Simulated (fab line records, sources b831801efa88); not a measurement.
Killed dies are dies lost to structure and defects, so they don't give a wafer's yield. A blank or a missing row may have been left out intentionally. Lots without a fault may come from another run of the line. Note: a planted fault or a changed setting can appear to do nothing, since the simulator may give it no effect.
What tool caused it?	flow sky130	12 lots, 36 wafers sampled, at 6 steps of a route of 708

== WHAT EACH GAUGE READ, for each wafer ==
SKY_SONOS_ONO_THK_MEAS_05.
lot	measured	on	SONOS_ONO_CVD_04_THK (nm)
L986	day 11 16:25	film metro-01	5.72 5.87 5.81
L988	day 12 15:29	film metro-02	5.57 5.59 5.68
L990	day 13 10:31	film metro-02	5.84 5.79 5.78
L991	day 13 10:31	film metro-03	5.86 5.89 5.97
L999	day 16 03:21	film metro-01	5.93 5.94 5.81
L100	day 16 18:29	film metro-03	5.90 5.92 5.82
L102	day 18 12:59	film metro-02	5.76 5.71 5.74
L104	day 18 15:49	film metro-02	5.83 5.80 5.85
L106	day 18 22:02	film metro-02	5.75 5.81 5.81
L105	day 18 23:55	film metro-01	5.81 5.95 5.81
L108	day 19 07:09	film metro-01	5.74 5.79 5.78
L107	day 19 08:24	film metro-02	5.85 5.76 5.78

SKY_POLY_GATE_THK_MEAS_01.
lot	measured	on	POLY_GATE_CVD_00_THK (nm)
L986	day 13 23:41	film metro-04	184.1 184.2 185.6
L988	day 15 00:42	film metro-04	179.4 179.3 178.5
L990	day 15 20:22	film metro-04	121.3 120.6 120.6 121.3 120.6 120.4
L991	day 15 23:33	film metro-04	123.5 125.5 123.0 123.4 125.5 123.1
L999	day 18 19:34	film metro-03	175.9 176.5 175.1
L100	day 19 11:07	film metro-03	179.9 180.4 179.5
L102	day 21 07:28	film metro-03	177.7 178.8 178.9
L104	day 21 11:11	film metro-03	177.7 178.1 178.5
L106	day 21 17:29	film metro-04	177.0 178.4 176.9
L105	day 21 21:12	film metro-04	179.9 180.7 181.0
L108	day 22 00:47	film metro-02	180.7 180.0 181.8
L107	day 22 03:19	film metro-04	178.1 180.0 179.5

SKY_POLY_GATE_THK_MEAS_21.
lot	measured	on	POLY_GATE_OXIDATION_THK (nm)
L986	day 16 10:34	film metro-03	4.06 3.99 4.08
L988	day 17 14:38	film metro-04	3.87 3.87 3.93
L990	day 18 11:43	film metro-03	4.09 4.09 4.08
L991	day 18 15:29	film metro-04	3.94 4.04 4.03
L999	day 21 12:50	film metro-02	4.08 4.15 4.14
L100	day 22 05:25	film metro-03	4.08 4.02 4.10
L102	day 24 04:05	film metro-02	4.08 4.16 4.07
L104	day 24 04:06	film metro-03	3.89 3.89 3.83
L106	day 24 08:23	film metro-02	4.12 4.11 3.99
L105	day 24 13:41	film metro-04	4.03 4.10 4.03
L108	day 24 16:52	film metro-04	4.09 4.08 4.14
L107	day 24 18:50	film metro-04	3.93 3.98 3.91

SKY_POLY_GATE_CD_MEAS_22.
lot	measured	on	cd nm (nm)
L986	day 16 10:38	cd sem-01	152.5 151.1 149.1
L988	day 17 14:42	cd sem-01	149.9 144.6 145.3
L990	day 18 11:46	cd sem-01	153.0 153.1 147.1
L991	day 18 15:32	cd sem-01	147.8 144.0 147.9
L999	day 21 12:53	cd sem-02	151.9 150.7 150.8
L100	day 22 05:28	cd sem-01	149.0 150.7 148.5
L102	day 24 04:08	cd sem-02	150.9 150.5 153.6
L104	day 24 04:19	cd sem-02	149.1 152.1 150.0
L106	day 24 08:29	cd sem-02	150.8 149.2 151.2
L105	day 24 13:45	cd sem-01	146.4 146.6 148.8
L108	day 24 16:56	cd sem-01	143.3 149.1 146.3
L107	day 24 18:54	cd sem-01	151.6 149.5 153.8

== EACH LOT AND THE TOOL THAT RAN IT (in order: tool; ch and the chambers of the sampled wafers; start) ==
lot	SKY_POLY_GATE_CVD_00	SKY_POLY_GATE_ETCH_17
L986	lpcvd-01 ch 0, day 13 21:53	rie si-01 ch 0,1,3, day 16 08:01
L988	lpcvd-01 ch 1, day 14 23:30	rie si-02 ch 1,2, day 17 12:58
L990	lpcvd-01 ch 1, day 15 19:10	rie si-02 ch 0,2,3, day 18 08:07
L991	lpcvd-01 ch 1, day 15 21:45	rie si-02 ch 1,2,3, day 18 12:09
L999	lpcvd-01 ch 0, day 18 18:22	rie si-01 ch 0,2,3, day 21 11:22
L100	lpcvd-01 ch 1, day 19 09:55	rie si-02 ch 0,2,3, day 22 03:15
L102	lpcvd-01 ch 0, day 21 05:40	rie si-02 ch 1,3, day 23 23:13
L104	lpcvd-01 ch 0, day 21 09:59	rie si-02 ch 1,3, day 24 01:01
L106	lpcvd-01 ch 1, day 21 16:16	rie si-01 ch 0,3, day 24 06:55
L105	lpcvd-01 ch 0, day 21 19:59	rie si-02 ch 0,3, day 24 12:13
L108	lpcvd-01 ch 1, day 21 23:35	rie si-01 ch 0,3, day 24 14:37
L107	lpcvd-01 ch 0, day 22 02:07	rie si-02 ch 1,2,3, day 24 16:04
- SKY_POLY_GATE_CVD_00: deposits poly-Si, target thk 180 nm, time 720 s.
- SKY_POLY_GATE_ETCH_17: etches poly-Si in HBr/Cl2, stops on SiO2, target depth 180 nm, time 70.5 s.

== AS READ BY THE TOOLS THEMSELVES (means over the sampled wafers that have a number; for cases with no such wafer, the mark the record gives instead) ==
SKY_POLY_GATE_ETCH_17.
lot	tool	HBr_flow_sccm (sccm)	drypump motor current A (A)	oes product au (a.u.)	throttle valve pct (%)
L986	rie si-01	149.7	6.4	0.993	33.679
L988	rie si-02	150.2	6.1	0.980	33.680
L990	rie si-02	149.9	5.9	0.758	33.684
L991	rie si-02	150.2	6.0	0.773	33.687
L999	rie si-01	150.2	6.1	0.979	33.683
L100	rie si-02	150.7	5.9	0.983	33.688
L102	rie si-02	149.9	5.8	0.980	33.685
L104	rie si-02	149.7	5.8	0.974	33.687
L106	rie si-01	150.2	6.3	0.981	33.684
L105	rie si-02	150.1	5.8	0.991	33.683
L108	rie si-01	150.4	6.3	0.992	33.678
L107	rie si-02	150.1	6.0	0.984	33.691

== THE ANSWER, worked out from the rows above alone ==
Rule: the lots themselves supply what counts as usual. The widest of any qualifying gaps counts: lots, ordered by their means at a reading, are off when they make up no more than a third of the lots, leave a main group of 4 or more, and stand apart from it by 3 or more times the standard deviation of that group's means. Not used: any main group whose means are identical at the precision the tables above print for the reading. A lot without any number at a reading at which 4 lots or more have one is off too. Where the step has rows for the other lots, those lots are counted as sound. First the gauges in route order, then the tools' own readings, where a lot's mean is used as printed above. At the first step where some lot is off, the reading lying furthest off is the one used; lots without a number count as furthest.
Off: L990, L991, seen at SKY_POLY_GATE_THK_MEAS_01 (POLY_GATE_CVD_00_THK). The main group: mean 179.4 nm, standard deviation 2.2.
A tool fits if, at a process step before that reading, it ran every lot that is off, and no sound lot after the first of them. The gauges at SKY_POLY_GATE_THK_MEAS_01 aren't tried: what is off there is off at SKY_POLY_GATE_ETCH_17 too, on other tools, and a gauge's error can't cause that. None of those tried fits.

== WHAT THE SIMULATOR HAD PUT IN ==
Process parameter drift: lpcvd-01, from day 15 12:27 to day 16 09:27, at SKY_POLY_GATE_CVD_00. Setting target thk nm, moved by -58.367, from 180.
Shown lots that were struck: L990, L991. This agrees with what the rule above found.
